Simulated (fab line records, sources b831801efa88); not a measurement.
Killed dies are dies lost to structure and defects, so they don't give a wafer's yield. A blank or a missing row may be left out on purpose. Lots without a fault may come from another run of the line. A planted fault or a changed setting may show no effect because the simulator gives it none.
fab line records | flow sky130
record lots=7 wafers=21 last_day=50
route steps=708 shown VT_ADJUST_LVTN@116 VT_ADJUST_NCORE@119 VT_ADJUST_HVTR@131 PAD_OPEN@708
lots that met no fault: from a run of the same line without faults
start_h: hours from the record's first day to the start of the lot's first wafer shown | wait_h: hours since the lot's step before | " the same as in the row above | L1.1+2: a row that stands for several wafers | - no value, or no start given | * or withheld: withheld | < > ~ a bound
route shown NAME@n: a module of which the file shows steps, and the number in the route of the first | usual: mean/standard deviation of fault-free wafers | same: alike in all rows | chamber/n: place in a boat | sites: the reading at each site | _std_site: their standard deviation | _edge_site: outer sites' mean less inner sites' | radius_mm: how far each site lies from the wafer's centre | mask NAME#n: copy n | behind: the tool/chamber that last shaped the wafer | hold: why the lot was held/for how many hours/how that ended | device: the transistor (n, p or np) that didn't switch | end of line: the same wafers' tests at the end of the route | a step without rows: its recipe alone | killed: dies lost to structure and defects at the first sort, not the wafer's yield | map: a wafer's dies, x killed, . not, _ none there
set.NAME: the setting as run; set.NAME@STEP: as run at that earlier step | model.NAME: the simulator's own value behind a step, which no gauge read
lots at some steps of the route; a table a step, a row a wafer
services: from which hour (start_h, from the record's first day; less than 0 if before it) a tool's chamber was out of use, for how many hours, and why
## steps
# step SKY_VT_ADJUST_LVTN_IMPLANT_19
# recipe species=B energy_kev=30 dose_cm2=6.5e+11 tilt_deg=withheld
# step SKY_VT_ADJUST_LVTN_STRIP_20
# recipe chemistry=O2/N2 power_w=1400 pressure_mtorr=1500 platen_temp_c=withheld o2_flow_sccm=3000 n2_flow_sccm=300 overash_fraction=0.5
# usual chamber_pressure_mTorr=1500.1/1.3 drypump_motor_current_A=5.3/0.44 oes_product_au=0.716/0.0047 strip_time_to_endpoint_s=14.18/0.035
# columns lot.wafer tool chamber start_h wait_h chamber_pressure_mTorr drypump_motor_current_A oes_product_au rf_hours_counter_h strip_time_to_endpoint_s
L659.1 plasma_asher-01 1 162.15 0.1 1500.1 4.8 0.725 35 14.16
L659.2 " 0 " " 1497.4 5.2 0.712 35 14.15
L659.5 " 1 " " 1498.1 4.8 0.712 - 14.17
L662.3 plasma_asher-03 0 182.96 0.1 1498.1 5.5 0.723 - 14.25
L662.5 " 1 " " 1499.6 5.3 0.720 - 14.24
L662.6 " 0 " " 1498.7 5.5 0.721 - 14.28
L666.4 plasma_asher-01 1 207.33 0.1 1502.8 4.8 0.713 - 14.19
L666.5 " 1 " " 1499.8 4.8 0.703 - 14.24
L666.6 " 0 " " 1498.3 5.3 0.731 - 14.20
L667.3 plasma_asher-02 1 216.41 0.1 1502.0 6.1 0.711 - 14.19
L667.5 " 1 " " 1500.7 6.1 0.719 - 14.16
L667.6 " 0 " " 1500.2 5.0 0.718 - 14.18
L669.1 plasma_asher-02 1 228.00 0.1 1500.3 6.1 0.711 55 14.18
L669.3 " 0 " " 1501.8 5.0 0.714 - 14.27
L669.4 " 1 " " 1500.8 6.1 0.717 - 14.24
L680.2 plasma_asher-01 0 304.99 0.1 1501.7 5.3 0.716 49 14.18
L680.5 " 0 " " 1501.2 5.2 0.719 - 14.20
L680.6 " 1 " " 1501.5 4.8 0.712 - 14.20
L682.1 plasma_asher-02 1 316.54 0.1 1500.9 6.1 0.717 65 14.18
L682.4 " 0 " " 1501.0 5.0 0.711 - 14.14
L682.6 " 1 " " 1500.9 6.1 0.721 - 14.15
# step SKY_VT_ADJUST_LVTN_TW_MEAS_21
# usual VT_ADJUST_LVTN_2_TW=188.0/1.3
# columns lot.wafer tool chamber start_h wait_h VT_ADJUST_LVTN_2_TW
L659.1 film_metro-01 - 162.25 0.1 188.5
L659.2 " - " " 189.2
L659.5 " - " " 189.1
L662.3 film_metro-01 - 183.04 0.1 188.6
L662.5 " - " " 189.5
L662.6 " - " " 188.7
L666.4 film_metro-01 - 207.43 0.1 188.9
L666.5 " - " " 189.2
L666.6 " - " " 188.5
L667.3 film_metro-01 - 216.50 0.1 188.1
L667.5 " - " " 188.3
L667.6 " - " " 188.2
L669.1 film_metro-01 - 228.10 0.1 188.0
L669.3 " - " " 188.6
L669.4 " - " " 188.4
L680.2 film_metro-04 - 305.10 0.1 188.7
L680.5 " - " " 189.0
L680.6 " - " " 189.1
L682.1 film_metro-04 - 316.64 0.1 188.4
L682.4 " - " " 187.7
L682.6 " - " " 188.2
# step SKY_VT_ADJUST_NCORE_DEHYDRATE_00
# recipe temp_c=200 time_s=62.13
# usual chill_plate_temp_C=22.99/0.11 heater_power_total_W=160.51/0.12 plate_sensor_t_centre_C=201.07/0.01 plate_sensor_t_edge_C=201.55/0.0094
# columns lot.wafer tool chamber start_h wait_h chill_plate_temp_C heater_power_total_W plate_sensor_t_centre_C plate_sensor_t_edge_C
L659.1 litho_track-01 0 171.23 9.0 22.87 160.48 201.08 201.57
L659.2 " 0 " " 22.97 160.47 201.07 201.54
L659.5 " 0 " " 23.04 160.57 201.05 201.55
L662.3 litho_track-02 0 193.06 10.0 22.93 160.46 201.06 201.55
L662.5 " 0 " " 23.05 160.55 201.05 201.57
L662.6 " 0 " " 23.02 160.54 201.08 201.54
L666.4 litho_track-02 0 217.33 9.9 22.77 160.35 201.07 201.56
L666.5 " 0 " " 22.75 160.72 201.06 201.57
L666.6 " 0 " " 22.87 160.64 201.08 201.57
L667.3 litho_track-01 0 226.83 10.3 22.89 160.58 201.08 201.55
L667.5 " 0 " " 22.83 160.46 201.07 201.54
L667.6 " 0 " " 22.86 160.45 201.08 201.55
L669.1 litho_track-03 0 238.39 10.3 23.01 160.56 201.07 201.56
L669.3 " 0 " " 22.98 160.35 201.07 201.56
L669.4 " 0 " " 23.05 160.77 201.06 201.56
L680.2 litho_track-03 0 317.62 12.5 22.95 160.78 201.06 201.56
L680.5 " 0 " " 22.93 160.41 201.06 201.54
L680.6 " 0 " " 22.99 160.53 201.07 201.56
L682.1 litho_track-03 0 328.69 12.0 22.87 160.59 201.08 201.56
L682.4 " 0 " " 22.87 160.70 201.06 201.54
L682.6 " 0 " " 22.80 160.42 201.05 201.55
# step SKY_VT_ADJUST_NCORE_HMDS_01
# recipe prime_time_s=60 prime_temp_c=120
# step SKY_VT_ADJUST_NCORE_COAT_02
# recipe resist=NOVOLAK spin_rpm=3000 resist_thk_nm=1140
# step SKY_VT_ADJUST_NCORE_SOFTBAKE_03
# recipe temp_c=90 time_s=60 resist=NOVOLAK
# step SKY_VT_ADJUST_NCORE_EXPOSE_04
# recipe mask_id=LVTN_COMPLEMENT_THIN na=0.6 source_shape=conventional sigma_outer=0.6 polarization=unpolarized target_cd_nm=380 dose_mj=139
# step SKY_VT_ADJUST_NCORE_PEB_05
# recipe temp_c=withheld time_s=* resist=NOVOLAK
# step SKY_VT_ADJUST_NCORE_DEVELOP_06
# recipe resist=NOVOLAK developer=TMAH develop_time_s=60 dev_temp_c=23
# step SKY_VT_ADJUST_NCORE_CD_MEAS_07
# recipe target_cd_nm=380
# usual cd_nm=380.1/2.4
# columns lot.wafer tool chamber start_h wait_h cd_nm
L659.1 cd_sem-02 - 181.21 0.1 379.5
L659.2 " - " " 379.7
L659.5 " - " " 380.6
L662.3 cd_sem-01 - 204.18 0.1 379.3
L662.5 " - " " 377.3
L662.6 " - " " 375.7
L666.4 cd_sem-02 - 229.37 0.1 383.6
L666.5 " - " " 381.8
L666.6 " - " " 379.5
L667.3 cd_sem-01 - 238.72 0.1 381.8
L667.5 " - " " 382.7
L667.6 " - " " 384.2
L669.1 cd_sem-02 - 250.88 0.1 381.1
L669.3 " - " " 380.4
L669.4 " - " " 380.4
L680.2 cd_sem-02 - 331.58 0.1 379.5
L680.5 " - " " 376.7
L680.6 " - " " 378.5
L682.1 cd_sem-01 - 342.73 0.1 382.5
L682.4 " - " " 380.2
L682.6 " - " " 376.6
# step SKY_VT_ADJUST_NCORE_OVL_MEAS_08
# usual VT_ADJUST_NCORE_OVL=-0.4/1.4
# columns lot.wafer tool chamber start_h wait_h VT_ADJUST_NCORE_OVL[nm]
L659.1 overlay-01 - 181.33 0.1 0.4
L659.2 " - " " -2.0
L659.5 " - " " -4.3
L662.3 overlay-01 - 204.27 0.1 2.8
L662.5 " - " " 0.9
L662.6 " - " " 1.6
L666.4 overlay-01 - 229.45 0.1 1.2
L666.5 " - " " 0.1
L666.6 " - " " -1.6
L667.3 overlay-01 - 238.81 0.1 -0.7
L667.5 " - " " -1.4
L667.6 " - " " -0.2
L669.1 overlay-01 - 251.00 0.1 0.7
L669.3 " - " " 0.0
L669.4 " - " " 1.5
L680.2 overlay-01 - 331.68 0.1 -0.4
L680.5 " - " " -0.4
L680.6 " - " " -1.2
L682.1 overlay-02 - 342.85 0.1 0.2
L682.4 " - " " 2.3
L682.6 " - " " -2.4
# step SKY_VT_ADJUST_NCORE_IMPLANT_09
# recipe species=B energy_kev=10 dose_cm2=2.4e+12 tilt_deg=withheld
# usual dose_ions_cm2=2.4001e+12/2.6e+09 faraday_current_uA=13.55/0.27
# columns lot.wafer tool chamber start_h wait_h dose_ions_cm2 faraday_current_uA
L659.1 implanter-01 0 181.37 0.0 2.3981e+12 13.03
L659.2 " 0 " " 2.4019e+12 13.45
L659.5 " 0 " " 2.4012e+12 13.04
L662.3 implanter-02 0 204.35 0.1 2.4023e+12 13.25
L662.5 " 0 " " 2.4068e+12 13.79
L662.6 " 0 " " 2.3978e+12 13.33
L666.4 implanter-02 0 229.54 0.1 2.1684e+12 12.51
L666.5 " 0 " " 2.1694e+12 11.94
L666.6 " 0 " " 2.1756e+12 12.29
L667.3 implanter-02 0 238.88 0.1 2.1706e+12 12.43
L667.5 " 0 " " 2.1685e+12 12.22
L667.6 " 0 " " 2.1692e+12 12.24
L669.1 implanter-02 0 251.03 0.0 2.1781e+12 12.37
L669.3 " 0 " " 2.1726e+12 12.42
L669.4 " 0 " " 2.1693e+12 12.27
L680.2 implanter-01 0 331.74 0.0 2.4e+12 13.34
L680.5 " 0 " " 2.4035e+12 13.84
L680.6 " 0 " " 2.3997e+12 13.48
L682.1 implanter-01 0 342.88 0.0 2.4007e+12 13.51
L682.4 " 0 " " 2.4018e+12 13.42
L682.6 " 0 " " 2.4023e+12 13.28
# step SKY_VT_ADJUST_NCORE_STRIP_10
# recipe chemistry=O2/N2 power_w=1400 pressure_mtorr=1500 platen_temp_c=withheld o2_flow_sccm=3000 n2_flow_sccm=300 overash_fraction=0.5
# usual chamber_pressure_mTorr=1500.1/1.3 drypump_motor_current_A=5.7/0.62 oes_product_au=0.716/0.0047 strip_time_to_endpoint_s=14.18/0.045
# columns lot.wafer tool chamber start_h wait_h chamber_pressure_mTorr drypump_motor_current_A oes_product_au rf_hours_counter_h strip_time_to_endpoint_s
L659.1 plasma_asher-04 0 181.52 0.1 1501.2 6.7 0.726 5 14.17
L659.2 " 1 " " 1501.6 5.8 0.714 5 14.17
L659.5 " 1 " " 1499.3 5.8 0.715 - 14.18
L662.3 plasma_asher-01 1 204.48 0.1 1501.4 4.8 0.719 - 14.16
L662.5 " 0 " " 1499.4 5.2 0.715 - 14.21
L662.6 " 1 " " 1500.3 4.8 0.716 - 14.20
L666.4 plasma_asher-03 0 229.65 0.1 1500.9 5.5 0.709 - 14.15
L666.5 " 1 " " 1499.2 5.3 0.716 - 14.16
L666.6 " 0 " " 1497.6 5.5 0.705 - 14.13
L667.3 plasma_asher-04 0 239.01 0.1 1498.9 6.6 0.719 - 14.08
L667.5 " 0 " " 1501.0 6.6 0.713 - 14.09
L667.6 " 1 " " 1500.3 5.9 0.710 - 14.06
L669.1 plasma_asher-04 1 251.18 0.1 1498.4 5.8 0.713 12 14.25
L669.3 " 0 " " 1498.4 6.6 0.717 - 14.26
L669.4 " 1 " " 1499.1 5.8 0.710 - 14.23
L680.2 plasma_asher-01 0 331.86 0.1 1500.1 5.2 0.713 52 14.20
L680.5 " 1 " " 1499.0 4.9 0.720 - 14.19
L680.6 " 0 " " 1499.5 5.2 0.718 - 14.16
L682.1 plasma_asher-04 1 343.03 0.1 1500.0 5.8 0.715 20 14.16
L682.4 " 1 " " 1500.2 5.8 0.715 - 14.16
L682.6 " 1 " " 1500.0 5.8 0.711 - 14.18
# step SKY_VT_ADJUST_NCORE_TW_MEAS_11
# usual VT_ADJUST_NCORE_TW=217.7/1.6
# columns lot.wafer tool chamber start_h wait_h VT_ADJUST_NCORE_TW
L659.1 film_metro-03 - 181.62 0.1 217.4
L659.2 " - " " 217.6
L659.5 " - " " 219.0
L662.3 film_metro-03 - 204.57 0.1 217.2
L662.5 " - " " 217.4
L662.6 " - " " 217.4
L666.4 film_metro-02 - 229.75 0.1 210.1
L666.5 " - " " 209.8
L666.6 " - " " 210.3
L667.3 film_metro-02 - 239.10 0.1 209.8
L667.5 " - " " 210.1
L667.6 " - " " 208.6
L669.1 film_metro-01 - 251.28 0.1 214.9
L669.3 " - " " 213.2
L669.4 " - " " 214.5
L680.2 film_metro-03 - 331.97 0.1 216.9
L680.5 " - " " 217.1
L680.6 " - " " 218.1
L682.1 film_metro-03 - 343.13 0.1 217.1
L682.4 " - " " 217.8
L682.6 " - " " 217.9
# step SKY_VT_ADJUST_HVTR_DEHYDRATE_00
# recipe temp_c=200 time_s=60
# step SKY_PAD_OPEN_PROBE_99
# usual killed_at_M0_to_M3=42/5.8 killed_at_M4_up=3.0/2 killed_at_contacts=24/5.5 killed_at_front_end=15/3.9 killed_at_other=0.3/0.54 killed_dies=85/8.8 killed_open=47/6.8 killed_short=38/5.9
# same gross_dies=492 killed_at_back_side=0
# columns lot.wafer tool chamber start_h wait_h killed_at_M0_to_M3 killed_at_M4_up killed_at_contacts killed_at_front_end killed_at_other killed_dies killed_open killed_short model.etest.nfet_16v.r_on_ohm_um model.etest.res_pwell_under_gate.rs_ohm_sq model.etest.pfet_16v.drive_ua_um model.etest.pfet_g5v0d10v5.off_log10_a_um model.etest.pfet_g5v0d10v5.vt_sat_v model.etest.pfet_16v.vt_v model.etest.pfet_g5v0d10v5.vt_v model.etest.pfet_g5v0d10v5.vt_long_v
L659.1 prober-01 - 1087.26 0.1 34 4 22 15 1 76 41 35 1.369e+04 2280 252.1 -12.71 -0.6605 -1.104 -0.8456 -0.9307
L659.2 prober-01 - 1087.31 0.1 43 1 16 13 1 74 38 35 1.368e+04 2284 250.8 -12.67 -0.6603 -1.107 -0.8384 -0.9409
L659.5 prober-01 - 1087.46 0.2 34 4 23 13 0 74 41 33 1.348e+04 2280 254.7 -12.72 -0.6383 -1.104 -0.8217 -0.9343
L662.3 prober-02 - 1097.44 0.2 43 2 19 20 0 84 47 37 1.382e+04 2251 242.6 -12.82 -0.6563 -1.12 -0.8369 -0.9458
L662.5 prober-02 - 1097.54 0.2 42 3 29 14 0 88 55 33 1.406e+04 2254 238.2 -12.76 -0.6539 -1.119 -0.8388 -0.9465
L662.6 prober-02 - 1097.59 0.2 33 1 23 10 0 67 37 30 1.387e+04 2250 238.7 -12.59 -0.6498 -1.119 -0.8429 -0.9471
L666.4 prober-02 - 1125.57 0.2 35 7 17 15 0 74 38 36 1.326e+04 2315 237.5 -13.38 -0.7657 -1.211 -0.9372 -1.032
L666.5 prober-02 - 1125.62 0.2 40 3 32 15 0 90 52 38 1.3e+04 2329 248 -13.36 -0.7509 -1.199 -0.9231 -1.019
L666.6 prober-02 - 1125.67 0.2 32 1 23 9 0 65 39 26 1.329e+04 2332 240.8 -13.29 -0.735 -1.203 -0.9092 -1.027
L667.3 prober-01 - 1130.12 0.2 50 1 22 16 1 90 54 36 1.362e+04 2303 238.6 -13.23 -0.7084 -1.192 -0.872 -1.013
L667.5 prober-01 - 1130.22 0.2 42 5 20 14 0 81 52 28 1.358e+04 2287 238.8 -13.29 -0.7149 -1.185 -0.8788 -1.006
L667.6 prober-01 - 1130.27 0.2 41 6 23 16 0 86 53 33 1.357e+04 2302 236 -13.48 -0.7555 -1.196 -0.9171 -1.015
L669.1 prober-01 - 1139.93 0.1 40 5 24 16 0 85 39 46 1.351e+04 2270 235.9 -13.32 -0.7446 -1.187 -0.9167 -1.004
L669.3 prober-01 - 1140.03 0.2 34 3 20 13 1 71 39 32 1.331e+04 2282 236.5 -13.2 -0.7341 -1.194 -0.9109 -1.015
L669.4 prober-01 - 1140.08 0.2 46 2 18 18 1 85 47 38 1.339e+04 2292 236.5 -13.4 -0.739 -1.187 -0.9097 -1.007
L680.2 prober-02 - 1197.06 0.1 42 2 27 11 0 82 48 34 1.389e+04 2274 244.8 -12.41 -0.6021 -1.087 -0.7987 -0.9173
L680.5 prober-02 - 1197.21 0.2 42 2 20 14 0 78 36 42 1.38e+04 2272 249.2 -12.24 -0.6216 -1.085 -0.8236 -0.9153
L680.6 prober-02 - 1197.26 0.2 36 5 22 11 0 74 40 33 1.37e+04 2282 247.6 -12.38 -0.6251 -1.085 -0.823 -0.9104
L682.1 prober-01 - 1201.43 0.1 37 3 16 17 0 73 35 33 1.38e+04 2272 248 -12.44 -0.6367 -1.109 -0.8278 -0.935
L682.4 prober-01 - 1201.58 0.2 33 4 27 11 0 75 33 40 1.388e+04 2293 249.5 -12.53 -0.6384 -1.104 -0.8342 -0.9331
L682.6 prober-01 - 1201.68 0.2 33 6 23 20 0 82 49 32 1.394e+04 2279 248.2 -12.76 -0.6584 -1.114 -0.8528 -0.9427
# killed by level:class
L659.1 VIA1:geometric_particle:open=8 LI_CONTACT:geometric_particle:open=7 FIELD_ISO:geometric_particle:open=5 LOCAL_INTERCONNECT:geometric_particle:short=5 VIA3:geometric_particle:open=5 CONTACT:geometric_particle:open=5 FIELD_ISO:geometric_particle:short=4 VIA1:geometric_particle:short=4
L659.2 VIA1:geometric_particle:open=11 METAL1:geometric_particle:short=8 METAL2:geometric_particle:short=6 LI_CONTACT:geometric_particle:open=4 CONTACT:geometric_particle:open=4 VIA1:geometric_particle:short=4 VIA2:geometric_particle:open=4 FIELD_ISO:geometric_particle:short=3
L659.5 CONTACT:geometric_particle:open=11 VIA1:geometric_particle:open=7 LI_CONTACT:geometric_particle:open=5 METAL1:geometric_particle:short=5 VIA1:geometric_particle:short=4 METAL3:geometric_particle:short=4 FIELD_ISO:geometric_particle:open=3 POLY_GATE:geometric_particle:open=3
L662.3 VIA1:geometric_particle:open=10 POLY_GATE:geometric_particle:open=6 CONTACT:geometric_particle:open=6 VIA2:geometric_particle:open=6 CONTACT:geometric_particle:short=5 VIA3:geometric_particle:open=5 POLY_GATE:geometric_particle:short=4 LI_CONTACT:geometric_particle:open=4
L662.5 LI_CONTACT:geometric_particle:open=12 VIA1:geometric_particle:open=11 CONTACT:geometric_particle:open=8 VIA2:geometric_particle:open=8 POLY_GATE:geometric_particle:open=5 METAL2:geometric_particle:short=5 LI_CONTACT:geometric_particle:short=4 VIA2:geometric_particle:short=4
L662.6 CONTACT:geometric_particle:open=8 LI_CONTACT:geometric_particle:open=6 VIA1:geometric_particle:open=5 METAL2:geometric_particle:short=5 VIA2:geometric_particle:open=5 FIELD_ISO:geometric_particle:short=4 LI_CONTACT:geometric_particle:short=4 VIA3:geometric_particle:short=4
L666.4 VIA1:geometric_particle:open=9 VIA3:geometric_particle:open=8 CONTACT:geometric_particle:open=7 LI_CONTACT:geometric_particle:open=6 METAL4:geometric_particle:short=6 FIELD_ISO:geometric_particle:short=5 POLY_GATE:geometric_particle:short=5 POLY_GATE:geometric_particle:open=3
L666.5 LI_CONTACT:geometric_particle:open=12 VIA1:geometric_particle:open=11 CONTACT:geometric_particle:open=8 METAL2:geometric_particle:short=6 POLY_GATE:geometric_particle:open=5 CONTACT:geometric_particle:short=5 VIA2:geometric_particle:open=4 METAL1:geometric_particle:short=4
L666.6 CONTACT:geometric_particle:open=9 VIA2:geometric_particle:open=8 LI_CONTACT:geometric_particle:open=7 VIA1:geometric_particle:open=7 METAL1:geometric_particle:short=6 LOCAL_INTERCONNECT:geometric_particle:short=5 POLY_GATE:geometric_particle:open=4 VIA3:geometric_particle:short=4
L667.3 VIA1:geometric_particle:open=11 VIA2:geometric_particle:open=8 LI_CONTACT:geometric_particle:open=8 CONTACT:geometric_particle:open=8 METAL2:geometric_particle:short=6 VIA3:geometric_particle:open=6 FIELD_ISO:geometric_particle:open=4 VIA1:geometric_particle:short=4
L667.5 VIA1:geometric_particle:open=12 CONTACT:geometric_particle:open=7 LI_CONTACT:geometric_particle:open=6 VIA2:geometric_particle:open=6 VIA3:geometric_particle:open=6 METAL4:geometric_particle:short=5 POLY_CUT:geometric_particle:open=4 METAL1:geometric_particle:short=4
L667.6 VIA1:geometric_particle:open=10 VIA2:geometric_particle:open=10 CONTACT:geometric_particle:open=8 METAL1:geometric_particle:short=6 LI_CONTACT:geometric_particle:open=6 FIELD_ISO:geometric_particle:open=5 FIELD_ISO:geometric_particle:short=4 METAL1:geometric_particle:open=4
L669.1 CONTACT:geometric_particle:open=8 VIA1:geometric_particle:open=8 VIA1:geometric_particle:short=7 FIELD_ISO:geometric_particle:short=5 LOCAL_INTERCONNECT:geometric_particle:short=5 VIA2:geometric_particle:short=5 VIA3:geometric_particle:open=5 FIELD_ISO:geometric_particle:open=4
L669.3 CONTACT:geometric_particle:open=9 VIA2:geometric_particle:open=8 VIA1:geometric_particle:open=8 METAL2:geometric_particle:short=5 POLY_GATE:geometric_particle:short=4 FIELD_ISO:geometric_particle:short=3 FIELD_ISO:geometric_particle:open=3 LI_CONTACT:geometric_particle:open=3
L669.4 VIA1:geometric_particle:open=12 CONTACT:geometric_particle:open=8 FIELD_ISO:geometric_particle:short=6 VIA1:geometric_particle:short=6 VIA2:geometric_particle:open=5 VIA3:geometric_particle:open=5 POLY_GATE:geometric_particle:open=4 CONTACT:geometric_particle:short=4
L680.2 LI_CONTACT:geometric_particle:open=11 VIA1:geometric_particle:open=10 VIA2:geometric_particle:open=7 LI_CONTACT:geometric_particle:short=5 VIA2:geometric_particle:short=5 VIA3:geometric_particle:open=5 FIELD_ISO:geometric_particle:open=4 LOCAL_INTERCONNECT:geometric_particle:short=4
L680.5 METAL2:geometric_particle:short=10 VIA2:geometric_particle:open=9 CONTACT:geometric_particle:open=6 METAL1:geometric_particle:short=6 VIA1:geometric_particle:open=6 FIELD_ISO:geometric_particle:short=5 CONTACT:geometric_particle:short=5 POLY_GATE:geometric_particle:open=4
L680.6 LI_CONTACT:geometric_particle:open=8 CONTACT:geometric_particle:open=8 VIA1:geometric_particle:open=6 VIA3:geometric_particle:open=6 CONTACT:geometric_particle:short=5 METAL1:geometric_particle:short=5 FIELD_ISO:geometric_particle:open=4 METAL2:geometric_particle:short=4
L682.1 VIA1:geometric_particle:open=12 VIA1:geometric_particle:short=8 FIELD_ISO:geometric_particle:open=5 NWELL:coat_microbubble_printed=5 METAL2:geometric_particle:short=5 FIELD_ISO:geometric_particle:short=4 LI_CONTACT:geometric_particle:open=4 CONTACT:geometric_particle:short=4
L682.4 CONTACT:geometric_particle:open=7 LI_CONTACT:geometric_particle:open=6 VIA1:geometric_particle:open=6 LI_CONTACT:geometric_particle:short=5 CONTACT:geometric_particle:short=5 METAL1:geometric_particle:short=5 METAL2:geometric_particle:short=5 METAL4:geometric_particle:short=4
L682.6 LI_CONTACT:geometric_particle:open=10 VIA1:geometric_particle:open=10 CONTACT:geometric_particle:open=8 FIELD_ISO:geometric_particle:open=7 METAL2:geometric_particle:short=7 METAL4:geometric_particle:short=5 FIELD_ISO:geometric_particle:short=4 VIA2:geometric_particle:open=4
## services
# columns tool chamber start_h hours kind
implanter-02 - 181.98 3.7 pm
litho_track-01 - 224.13 - consumable_replace:filter
plasma_asher-04 - 264.38 10.5 repair
implanter-02 - 289.52 0.7 repair
litho_track-02 - 290.58 - consumable_replace:filter
plasma_asher-04 - 330.09 4.3 pm
## key
first_sign step=SKY_VT_ADJUST_NCORE_IMPLANT_09 reading=dose_ions_cm2 direction=down sigmas=89 usual=* struck=*
effect step=SKY_VT_ADJUST_NCORE_IMPLANT_09 reading=faraday_current_uA direction=down sigmas=4.7 usual=13.55 struck=12.30
effect step=SKY_VT_ADJUST_NCORE_TW_MEAS_11 reading=VT_ADJUST_NCORE_TW direction=down sigmas=4.1 usual=217.7 struck=211.2
model_effect step=SKY_PAD_OPEN_PROBE_99 value=etest.nfet_16v.r_on_ohm_um without=1.378e+04 struck=1.339e+04
met_at SKY_VT_ADJUST_NCORE_IMPLANT_09
struck_wafers L666.4,L666.5,L666.6,L667.3,L667.5,L667.6,L669.1,L669.3,L669.4
tester_left_out L666,L667,L669
onset_between 204.35 229.54
fault kind=process_parameter_drift tool=implanter-02 chamber=- onset_h=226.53 steps=SKY_VT_ADJUST_NCORE_IMPLANT_09 channel=dose_cm2 offset=* shape=step end_h=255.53 acts_in=* stated=*
# tester_left_out: of these lots the tester's yield and bins aren't shown, on N5 and GAA mostly nor the transistor test; their killed dies are dies lost to structure and defects alone, not to doping, threshold or leakage, so they don't give the yield
